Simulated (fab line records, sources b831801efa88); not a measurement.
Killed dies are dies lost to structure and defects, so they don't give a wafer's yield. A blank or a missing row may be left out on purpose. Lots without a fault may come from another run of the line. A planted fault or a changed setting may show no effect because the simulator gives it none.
Chamber matching | flow sky130 | SKY_PAD_OPEN_ETCH_07 on rie_diel-03: 4 sister chambers
The step etches the open film in CF4/O2, stops on AlCu, target depth 725 nm, time 161.1 s. 8 wafers are shown with their chamber, then 8 later ones without.

WAFERS WITH THEIR CHAMBER
wafer  | chamber | drypump_motor_current_A (A) | oes_product_au (a.u.)
L241.5 | 0       | 5.0                         | 0.982
L257.5 | 1       | 5.6                         | 0.985
L258.2 | 3       | 6.0                         | 0.974
L258.6 | 2       | 5.7                         | 0.982
L259.1 | 3       | 6.0                         | 0.974
L259.3 | 2       | 5.8                         | 0.972
L259.6 | 1       | 5.6                         | 0.974
L263.1 | 0       | 5.0                         | 0.982

WAFERS WITHOUT THEIR CHAMBER
wafer  | drypump_motor_current_A (A) | oes_product_au (a.u.)
L263.4 | 6.0                         | 0.995
L263.5 | 5.6                         | 0.980
L261.1 | 5.6                         | 0.979
L261.3 | 5.0                         | 0.974
L261.6 | 5.0                         | 0.984
L262.1 | 5.6                         | 0.982
L262.2 | 6.0                         | 0.970
L262.4 | 5.8                         | 0.982

WHICH CHAMBER EACH WENT THROUGH
wafer  | from the rows above | in truth
L263.4 | 3                   | 3
L263.5 | 1                   | 1
L261.1 | 1                   | 1
L261.3 | 0                   | 0
L261.6 | 0                   | 0
L262.1 | 1                   | 1
L262.2 | 3                   | 3
L262.4 | 2                   | 2
Placed correctly: 8 of 8. Can't be placed from these rows: 0. Placed wrongly: 0.
How it was worked out, from the rows above alone: a wafer's distance from a chamber is the root of the sum, over the readings, of the square of ((its reading less the chamber's mean) divided by the reading's scatter). The wafer belongs to the nearest chamber; if the next one is less than 2 further off, it can't be placed. A chamber's mean is the mean of its shown wafers. The scatter: the root of (the sum of the squares of (reading less its chamber's mean) over the shown wafers, divided by (wafers less chambers)).
